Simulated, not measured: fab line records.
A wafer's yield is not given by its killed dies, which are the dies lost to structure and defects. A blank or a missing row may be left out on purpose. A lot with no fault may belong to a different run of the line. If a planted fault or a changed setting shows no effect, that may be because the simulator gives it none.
Matching of chambers	flow sky130	4 sister chambers for SKY_SONOS_ONO_ETCH_15 on rie-diel-01
The step etches the open film in CHF3/O2, target depth 19.52 nm, time 7.8 s. 16 wafers are shown with their chamber, then 8 later ones without.

== WAFERS PAIRED WITH THEIR CHAMBERS ==
wafer	chamber	drypump-motor-current-A (A)	oes-product-au (a.u.)	throttle-valve-pct (%)
L074.1	3	6.2	0.994	8.803
L074.3	1	6.2	0.978	8.823
L074.4	2	5.6	1.002	8.797
L082.1	0	5.6	0.998	8.840
L082.3	3	6.2	0.999	8.826
L082.6	1	6.1	0.989	8.823
L083.1	2	5.6	1.006	8.830
L083.2	1	6.2	0.984	8.811
L083.6	2	5.6	1.006	8.833
L085.4	2	5.6	1.011	8.823
L085.5	0	5.7	0.995	8.837
L085.6	3	6.2	1.003	8.832
L086.1	2	5.6	0.990	8.803
L086.3	3	6.2	0.994	8.819
L086.6	3	6.2	0.995	8.811
L090.1	1	6.1	0.976	8.806

SIGNATURES, as means of the wafers listed above
reading	chamber 0	chamber 1	chamber 2	chamber 3	scatter within a chamber
drypump-motor-current-A	5.650	6.150	5.600	6.200	0.0354
oes-product-au	0.99650	0.98175	1.00300	0.99700	0.00594
throttle-valve-pct	8.83850	8.81575	8.81720	8.81820	0.0123
Rule: for each reading, subtract the chamber's mean from the wafer's reading, divide by that reading's scatter and square the result; add these up over the readings and take the root, which gives the wafer's distance from the chamber. If the next closest chamber is less than 2 further off than the closest, the wafer can't be placed; otherwise it belongs to the closest. The scatter: the root of (the sum of the squares of (reading less its chamber's mean) over the shown wafers, divided by (wafers less chambers)).

== WAFERS WITH NO CHAMBER GIVEN ==
wafer	drypump-motor-current-A (A)	oes-product-au (a.u.)	throttle-valve-pct (%)
L090.3	6.2	1.001	8.818
L090.6	5.5	0.991	8.813
L095.1	5.7	0.995	8.825
L095.2	5.6	0.987	8.808
L095.4	6.2	1.005	8.830
L097.1	5.6	0.998	8.826
L097.4	6.2	0.991	8.814
L097.6	6.2	0.977	8.814

== WHICH CHAMBER EACH ONE RAN IN ==
wafer	from the rows above	in truth
L090.3	3	3
L090.6	can't be placed: 2 or 0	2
L095.1	can't be placed: 0 or 2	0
L095.2	can't be placed: 2 or 0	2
L095.4	3	3
L097.1	can't be placed: 2 or 0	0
L097.4	can't be placed: 3 or 1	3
L097.6	can't be placed: 1 or 3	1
Placed correctly: 2 of 8. These rows do not allow placing 6 (true chamber among the candidates in 6). Number placed wrongly: 0.
